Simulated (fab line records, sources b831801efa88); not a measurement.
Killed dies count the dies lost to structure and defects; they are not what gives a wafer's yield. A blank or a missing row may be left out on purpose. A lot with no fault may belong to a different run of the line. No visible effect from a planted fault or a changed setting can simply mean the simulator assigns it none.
A single fault, viewed from 2 desks | flow sky130 | each desk holds nothing but its own numbers, with what lay behind them at the end

## THE METROLOGY DESK
Lot by lot, what the gauges showed, no matter which tool ran the lot: averages of those sampled wafers that carry a number. The brackets show how far a lot's mean lies from the usual mean; more than 4 standard deviations puts the lot out of limits, marked OUT.
Columns: A = FIELD_ISO_OXIDATION_01_THK at SKY_FIELD_ISO_THK_MEAS_23, usual 9.98 nm; B = FIELD_ISO_CVD_24_THK at SKY_FIELD_ISO_THK_MEAS_25, usual 599 nm; C = NWELL_OXIDATION_THK at SKY_NWELL_THK_MEAS_02, usual 10.05 nm; D = DNWELL_TW at SKY_DNWELL_TW_MEAS_09, usual 1125; E = PWDE_OVL at SKY_PWDE_OVL_MEAS_07, usual 1.1 nm; F = PWDE_TW at SKY_PWDE_TW_MEAS_10, usual 375.5
lot  | first seen here | A     | B   | C     | D    | E   | F
L896 | day 2 17:24     | 9.91  | 590 | 9.97  | 1137 | 0.4 | 376.5
L898 | day 3 02:31     | 9.89  | 583 | 9.98  | 1134 | 1.8 | 378.3
L901 | day 3 21:38     | 9.91  | 605 | 9.98  | 1133 | 3.4 | 376.0
L902 | day 4 04:00     | 10.05 | 603 | 10.11 | 1120 | 1.1 | 376.4
L903 | day 4 08:31     | 9.98  | 601 | 9.97  | 1115 | 1.6 | 374.7
L904 | day 4 10:52     | 9.97  | 602 | 10.09 | 1126 | 1.4 | 375.8
L905 | day 4 17:43     | 9.73  | 601 | 10.12 | 1131 | 0.6 | 377.9
Result from this desk: across the 7 lots, nothing is out of limits.

## THE TOOL OWNER'S DESK: wet bench-01
The tool's own readings at SKY_FIELD_ISO_WET_ETCH_30 (etches SiO2 in dHF, target depth 25 nm, time 48.24 s): means of the sampled wafers that have a number, for each lot that ran on this tool. The brackets show how far a lot's mean lies from the usual mean; more than 4 standard deviations puts the lot out of limits, marked OUT.
Columns: A = bath heat duty pct at SKY_FIELD_ISO_WET_ETCH_30, usual 6.7 %; B = temp c at SKY_FIELD_ISO_WET_ETCH_30, usual 25.02 C
lot  | first seen here | A             | B
L898 | day 3 05:43     | 6.7           | 25.01
L901 | day 4 00:53     | 0.0 (-12) OUT | 15.85 (-92) OUT
L902 | day 4 06:32     | 0.0 (-12) OUT | 15.93 (-91) OUT
L905 | day 4 20:13     | 0.0 (-12) OUT | 15.91 (-91) OUT
This desk's finding: out of limits on L901, L902, L905; first on L901, day 4 00:53 (bath heat duty pct at SKY_FIELD_ISO_WET_ETCH_30). Within limits: L898.

## BROUGHT TOGETHER
The tool owner's desk had the chance to raise an alarm at day 4 00:53 on L901, L902, L905.
The metrology desk saw nothing out of limits.
The metrology desk has L901, L902, L905 on record, within its limits.
SKY_FIELD_ISO_WET_ETCH_30 was run on wet bench-01 by each of the lots named.

## WHAT THE SIMULATOR PUT IN
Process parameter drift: wet bench-01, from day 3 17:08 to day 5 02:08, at SKY_FIELD_ISO_WET_ETCH_30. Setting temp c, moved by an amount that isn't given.
Shown lots that were struck: L901, L902, L905.
Each desk's first reading out of limits, in hours after the fault started: the tool owner's desk, 8.
